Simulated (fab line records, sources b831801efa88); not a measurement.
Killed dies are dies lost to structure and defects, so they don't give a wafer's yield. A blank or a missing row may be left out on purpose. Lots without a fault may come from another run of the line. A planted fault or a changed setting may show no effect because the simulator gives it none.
Chamber matching | flow gf180mcu | GF_V3_CVD_00 on hdpcvd-01: 3 sister chambers
The step deposits SiO2, target thk 600 nm, time 100 s. 3 wafers are shown with their chamber, then 8 later ones without.

WAFERS WITH THEIR CHAMBER
wafer  | chamber | pressure_mtorr (mTorr)
L562.5 | 2       | 5.996
L562.6 | 0       | 6.007
L565.1 | 1       | 6.008

WAFERS WITHOUT THEIR CHAMBER
wafer  | pressure_mtorr (mTorr)
L565.4 | 5.983
L565.5 | 5.990
L566.3 | 6.010
L566.5 | 6.011
L566.6 | 6.025
L567.2 | 6.016
L567.5 | 5.992
L567.6 | 6.003

WHICH CHAMBER EACH WENT THROUGH
wafer  | from the rows above          | in truth
L565.4 | can't be placed: 2 or 0 or 1 | 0
L565.5 | can't be placed: 2 or 0 or 1 | 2
L566.3 | can't be placed: 1 or 0 or 2 | 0
L566.5 | can't be placed: 1 or 0 or 2 | 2
L566.6 | can't be placed: 1 or 0 or 2 | 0
L567.2 | can't be placed: 1 or 0 or 2 | 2
L567.5 | can't be placed: 2 or 0 or 1 | 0
L567.6 | can't be placed: 0 or 1 or 2 | 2
Placed correctly: 0 of 8. Can't be placed from these rows: 8 (the true chamber is among the candidates in 8). Placed wrongly: 0.
How it was worked out, from the rows above alone: a wafer's distance from a chamber is the root of the sum, over the readings, of the square of ((its reading less the chamber's mean) divided by the reading's scatter). The wafer belongs to the nearest chamber; if the next one is less than 2 further off, it can't be placed. A chamber's mean is the mean of its shown wafers. The scatter: with one shown wafer a chamber, the root of the mean of the squares of how far each hidden wafer lies from its nearest shown one.
